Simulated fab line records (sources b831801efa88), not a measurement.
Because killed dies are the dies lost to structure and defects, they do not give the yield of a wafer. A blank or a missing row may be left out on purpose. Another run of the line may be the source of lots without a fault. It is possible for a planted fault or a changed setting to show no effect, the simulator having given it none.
Struck lot and sound lot, side by side	flow sky130	35 out of 708 route steps
Sound: the wafers L380.1, L380.4, L380.6. Wafers L387.1, L387.2, L387.6 were the ones struck. The cause is given at the end.
Per side, at each step with rows, come the tool, then ch with its chambers, and then its first start. Under that, the readings that differ: sound wafers	struck wafers	difference of the means	sigmas: that difference in standard deviations of wafers without a fault.
alike: readings with means less than 2 such deviations apart, plus words and numbers identical on both sides. not compared: withheld readings, readings lacking a value on some wafer, bounds such as >300 that could conceal the same value, and numbers that have no deviation in the record and whose values overlap.
The two part at a step that has a row with sigmas, a row that says differs or no value, or rows on one side only. Numbers that don't overlap but have no deviation are shown without sigmas and don't part them. A reading missing from all wafers of one side parts the sides only when that side holds two or more wafers.

first, 4 steps without rows for these wafers: SKY_METAL5_SOFTBAKE_10 (time 60 s); SKY_METAL5_EXPOSE_11 (exposes mask MM5, target cd 1600 nm); SKY_METAL5_PEB_12; SKY_METAL5_DEVELOP_13 (develop time 60 s).
SKY_METAL5_DESCUM_14: chemistry O2, time 11 s.
  sound on rie_metal-03 ch 0,1, day 45 19:56; struck on rie_metal-03 ch 0,1, day 47 08:54
  alike: drypump_motor_current_A, oes_product_au
  not compared: rf_hours_counter_h
SKY_METAL5_METAL_ETCH_15: etches the open film in Cl2/BCl3, stops on SiO2, target depth 1260 nm, time 252 s.
  sound on rie_metal-03 ch 0,1, day 45 19:58; struck on rie_metal-03 ch 0,1, day 47 08:56
  alike: drypump_motor_current_A, oes_product_au, throttle_valve_pct
  not compared: rf_hours_counter_h
SKY_METAL5_STRIP_16: strips in O2/N2.
  sound on plasma_asher-02 ch 0, day 45 20:12; struck on plasma_asher-02 ch 0,1, day 47 09:10
  alike: drypump_motor_current_A, oes_product_au, strip_time_to_endpoint_s
  not compared: rf_hours_counter_h
then, 3 steps without rows for these wafers: SKY_METAL5_STRIP_17 (strips in post etch residue remover, time 1200 s); SKY_METAL5_CLEAN_18 (cleans in IPA, time 180 s); SKY_METAL5_CLEAN_19 (cleans in O3/DIW).
SKY_PASSIVATION_CVD_00: deposits SiO2, target thk 90 nm.
  sound on pecvd-04 ch 0,1, day 45 20:47; struck on pecvd-01 ch 0,1,2, day 47 09:46
  alike: heater_power_w
SKY_PASSIVATION_THK_MEAS_01:
  sound on film_metro-01 at day 45 20:49; struck on film_metro-02 at day 47 09:47
  alike: PASSIVATION_CVD_00_THK
SKY_PASSIVATION_CVD_02: deposits Si3N4, target thk 540 nm.
  sound on pecvd-01 ch 0,2, day 45 20:52; struck on pecvd-04 ch 0,1, day 47 09:50
reading	sound	struck	difference	sigmas
model.Si3N4_of_PASSIVATION_CVD_02.thk_nm (nm)	541.9 554.7 553.2	416 415.6 416.6	-134	
  alike: heater_power_w
SKY_PASSIVATION_THK_MEAS_03:
  sound on film_metro-02 at day 45 21:13; struck on film_metro-03 at day 47 10:04
reading	sound	struck	difference	sigmas
PASSIVATION_CVD_02_THK (nm)	542 555 553	416 416 416	-134	-17
then, 7 steps without rows for these wafers: SKY_PASSIVATION_DEHYDRATE_04 (time 60 s); SKY_PASSIVATION_HMDS_05 (prime time 60 s); SKY_PASSIVATION_COAT_06 (resist thk 3000 nm); SKY_PASSIVATION_SOFTBAKE_07; SKY_PASSIVATION_EXPOSE_08 (exposes mask NSM, target cd 3000 nm); SKY_PASSIVATION_PEB_09; SKY_PASSIVATION_DEVELOP_10 (develop time 60 s).
SKY_PASSIVATION_ETCH_11: etches the open film in CF4/O2, stops on AlCu, target depth 725 nm, time 161.1 s.
  sound on rie_diel-03 ch 0,2, day 46 18:10; struck on rie_diel-04 ch 0,2, day 48 05:46
reading	sound	struck	difference	sigmas
oes_product_au (a.u.)	0.980 0.984 0.993	0.871 0.871 0.871	-0.115	-14
throttle_valve_pct (%)	5.958 5.968 5.983	5.938 5.925 5.926	-0.040	-4
model.etch.depth_nm (nm)	706.8 719.4 717.7	578.9 581.1 582.9	-133.7	
model.PASSIVATION.feature_depth_nm (nm)	706.8 719.4 717.7	578.9 581.1 582.9	-133.7	
  alike: O2_flow_sccm, drypump_motor_current_A
  not compared: rf_hours_counter_h
then, 8 steps without rows for these wafers: SKY_PASSIVATION_STRIP_12 (strips in O2/N2); SKY_PAD_OPEN_DEHYDRATE_00 (time 60 s); SKY_PAD_OPEN_HMDS_01 (prime time 60 s); SKY_PAD_OPEN_COAT_02 (resist thk 3000 nm); SKY_PAD_OPEN_SOFTBAKE_03; SKY_PAD_OPEN_EXPOSE_04 (exposes mask PDM, target cd 60000 nm); SKY_PAD_OPEN_PEB_05; SKY_PAD_OPEN_DEVELOP_06 (develop time 60 s).
SKY_PAD_OPEN_ETCH_07: etches the open film in CF4/O2, stops on AlCu, target depth 725 nm, time 161.1 s.
  sound on rie_diel-02 ch 1,2, day 47 14:32; struck on rie_diel-01 ch 0,3, day 49 00:17
reading	sound	struck	difference	sigmas
O2_flow_sccm (sccm)	10.08 10.02 10.02	9.97 9.98 9.98	-0.06	-2
oes_product_au (a.u.)	0.980 0.984 0.990	0.873 0.871 0.878	-0.111	-16
throttle_valve_pct (%)	5.977 5.956 5.967	5.943 5.941 5.933	-0.028	-3
model.etch.depth_nm (nm)	706.8 719.4 717.7	578.9 581.1 582.9	-133.7	
model.PAD_OPEN.feature_depth_nm (nm)	706.8 719.4 717.7	578.9 581.1 582.9	-133.7	
  alike: drypump_motor_current_A
  not compared: rf_hours_counter_h
SKY_PAD_OPEN_STRIP_08: strips in O2/N2.
  sound on plasma_asher-04 ch 0,1, day 47 14:38; struck on plasma_asher-01 ch 0,1, day 49 00:23
  alike: drypump_motor_current_A, oes_product_au
  not compared: rf_hours_counter_h
SKY_PAD_OPEN_STRIP_09: strips in post etch residue remover, time 1200 s.
  sound on wet_bench-04 ch 1, day 47 14:46; struck on wet_bench-02 ch 1, day 49 00:29
reading	sound	struck	difference	sigmas
model.Si3N4_of_PASSIVATION_CVD_02.thk_nm (nm)	541.5 554.3 552.9	415.6 415.2 416.2	-133.9	
  alike: bath_guard_temp_C
then, 1 step without rows for these wafers: SKY_PAD_OPEN_CLEAN_10 (cleans in IPA, time 180 s).
SKY_PAD_OPEN_PROBE_99:
  sound wafers here have rows in the record (prober-02, day 47 16:55); struck ones have none

## WHERE THEY PART
Last at SKY_PAD_OPEN_PROBE_99 as far as this record goes, first at SKY_PASSIVATION_THK_MEAS_03.

WHY: whatever the simulator had introduced
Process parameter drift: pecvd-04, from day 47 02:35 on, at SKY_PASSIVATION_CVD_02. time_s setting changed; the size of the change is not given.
